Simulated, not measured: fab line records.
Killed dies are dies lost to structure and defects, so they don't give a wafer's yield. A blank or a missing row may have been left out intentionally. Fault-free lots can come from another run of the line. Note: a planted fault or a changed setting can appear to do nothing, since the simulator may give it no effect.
Which tool was responsible? ; flow sky130 ; 13 lots with 39 wafers sampled at 4 steps, on a route of 708 steps

WHAT THE GAUGES SHOWED, per wafer
SKY_PAD_OPEN_BOW_MEAS_13. Usual: PAD_OPEN_BOW 49 um, standard deviation 8.4.
lot;measured;on;PAD_OPEN_BOW (um);flag
L136;day 45 23:20;filmMetro-02;58 50 46;
L137;day 46 01:18;filmMetro-02;69 63 58;
L138;day 46 02:40;filmMetro-02;50 53 43;
L139;day 46 14:29;filmMetro-04;43 47 38;
L140;day 46 22:03;filmMetro-04;44 37 37;
L142;day 47 08:48;filmMetro-04;60 52 37;
L143;day 47 09:56;filmMetro-03;58 39 35;
L144;day 47 18:42;filmMetro-04;43 48 38;
L145;day 48 01:17;filmMetro-04;55 33 42;
L146;day 48 09:01;filmMetro-04;42 55 63;
L147;day 48 05:14;filmMetro-03;39 50 51;
L154;day 50 02:19;filmMetro-03;49 40 38;
L156;day 50 04:41;filmMetro-04;59 41 51;

WHICH TOOL RAN EACH LOT (tool, then ch and the chambers of the sampled wafers, then the start)
lot;SKY_POLY_GATE_CVD_00;SKY_METAL5_SPUTTER_00;SKY_PASSIVATION_STRIP_12
L136;lpcvd-01 ch 0, day 14 05:07;pvdSputter-02, day 43 01:10;plasmaAsher-04 ch 0,1, day 44 23:44
L137;lpcvd-01 ch 0, day 14 11:00;pvdSputter-03, day 43 03:46;plasmaAsher-04 ch 0,1, day 45 02:53
L138;lpcvd-01 ch 0, day 14 11:00;pvdSputter-02, day 43 06:22;plasmaAsher-04 ch 0,1, day 45 03:35
L139;lpcvd-01 ch 0, day 15 01:55;pvdSputter-04, day 43 19:45;plasmaAsher-03 ch 0,1, day 45 14:32
L140;lpcvd-01 ch 1, day 15 14:20;pvdSputter-02, day 44 01:07;plasmaAsher-03 ch 0,1, day 45 22:31
L142;lpcvd-01 ch 1, day 16 02:13;pvdSputter-02, day 44 12:28;plasmaAsher-03 ch 0,1, day 46 09:43
L143;lpcvd-01 ch 1, day 16 05:29;pvdSputter-02, day 44 16:16;plasmaAsher-04 ch 0,1, day 46 11:26
L144;lpcvd-01 ch 1, day 16 21:32;pvdSputter-03, day 45 01:20;plasmaAsher-02 ch 0,1, day 46 21:05
L145;lpcvd-01 ch 0, day 17 01:15;pvdSputter-03, day 45 09:17;plasmaAsher-02 ch 0,1, day 47 03:49
L146;lpcvd-01 ch 1, day 17 07:27;pvdSputter-03, day 45 19:04;plasmaAsher-04 ch 0,1, day 47 11:14
L147;lpcvd-01 ch 0, day 17 07:27;pvdSputter-03, day 45 13:31;plasmaAsher-03 ch 0,1, day 47 07:01
L154;lpcvd-01 ch 0, day 20 13:41;pvdSputter-02, day 47 18:26;plasmaAsher-04 ch 0,1, day 49 07:56
L156;lpcvd-01 ch 0, day 20 21:18;pvdSputter-03, day 47 21:46;plasmaAsher-03 ch 0,1, day 49 10:07
- SKY_POLY_GATE_CVD_00: deposits poly-Si, target thk 180 nm, time 720 s.
- SKY_METAL5_SPUTTER_00: material Ti, target thk 15 nm, time 10 s.
- SKY_PASSIVATION_STRIP_12: strips in O2/N2.

AS READ BY THE TOOLS THEMSELVES (means over the sampled wafers that have a number; for cases with no such wafer, the mark the record gives instead)
SKY_POLY_GATE_CVD_00. Usual: spikeTcCentreC 620.2 C, standard deviation 1.7; spikeTcUpperC 619.1 C, standard deviation 1.
lot;tool;spikeTcCentreC (C);spikeTcUpperC (C);flag
L136;lpcvd-01;620.3;618.8;
L137;lpcvd-01;619.7;618.9;
L138;lpcvd-01;618.6;619.2;
L139;lpcvd-01;619.8;618.4;
L140;lpcvd-01;621.9;619.8;
L142;lpcvd-01;622.2;618.9;
L143;lpcvd-01;621.9;619.3;
L144;lpcvd-01;623.0;619.0;
L145;lpcvd-01;619.2;619.3;
L146;lpcvd-01;621.4;619.4;
L147;lpcvd-01;619.5;620.6;
L154;lpcvd-01;618.9;619.0;
L156;lpcvd-01;618.7;618.9;

SKY_METAL5_SPUTTER_00. Usual: 30.3 % for throttleValvePct, sd 0.93.
lot;tool;throttleValvePct (%);flag
L136;pvdSputter-02;29.4;
L137;pvdSputter-03;30.6;
L138;pvdSputter-02;29.5;
L139;pvdSputter-04;30.4;
L140;pvdSputter-02;30.0;
L142;pvdSputter-02;29.8;
L143;pvdSputter-02;28.9;
L144;pvdSputter-03;31.2;
L145;pvdSputter-03;31.0;
L146;pvdSputter-03;30.6;
L147;pvdSputter-03;30.4;
L154;pvdSputter-02;29.5;
L156;pvdSputter-03;29.8;

SKY_PASSIVATION_STRIP_12. Usual: drypumpMotorCurrentA 6.14 A, standard deviation 0.2; o2FlowSccm 2999 sccm, standard deviation 8.5; oesProductAu 0.661 a.u., standard deviation 0.0043; stripTimeToEndpointS 31.59 s, standard deviation 0.14.
lot;tool;drypumpMotorCurrentA (A);o2FlowSccm (sccm);oesProductAu (a.u.);stripTimeToEndpointS (s);flag
L136;plasmaAsher-04;6.18;2999;0.660;31.45;
L137;plasmaAsher-04;6.18;3000;0.660;31.75;
L138;plasmaAsher-04;6.04;2997;0.660;31.66;
L139;plasmaAsher-03;6.33;3000;0.667;31.37;
L140;plasmaAsher-03;6.34;2999;0.662;31.42;
L142;plasmaAsher-03;6.34;2994;0.660;31.42;
L143;plasmaAsher-04;6.20;3004;0.660;31.48;
L144;plasmaAsher-02;6.02;3000;0.662;31.65;
L145;plasmaAsher-02;6.09;3005;0.663;31.70;
L146;plasmaAsher-04;6.03;3004;0.664;31.69;
L147;plasmaAsher-03;6.32;2999;0.659;31.69;
L154;plasmaAsher-04;6.04;3008;0.662;31.59;
L156;plasmaAsher-03;6.20;2988;0.665;31.73;

THE ANSWER, worked out from the rows above alone
Rule: lot off if the mean of its wafers having a number is beyond 3 standard deviations from the usual mean. A lot without any number at a reading at which 4 lots or more have one is off too. The other lots that the step has rows for count as sound. Order of review: gauges by route order, followed by the tools' own readings, for which a lot's mean as printed above is used. At the first step where some lot is off, the reading lying furthest off is the one used; lots without a number count as furthest.
None of the lots is off at any reading shown; this tells nothing.

WHAT THE SIMULATOR PUT IN
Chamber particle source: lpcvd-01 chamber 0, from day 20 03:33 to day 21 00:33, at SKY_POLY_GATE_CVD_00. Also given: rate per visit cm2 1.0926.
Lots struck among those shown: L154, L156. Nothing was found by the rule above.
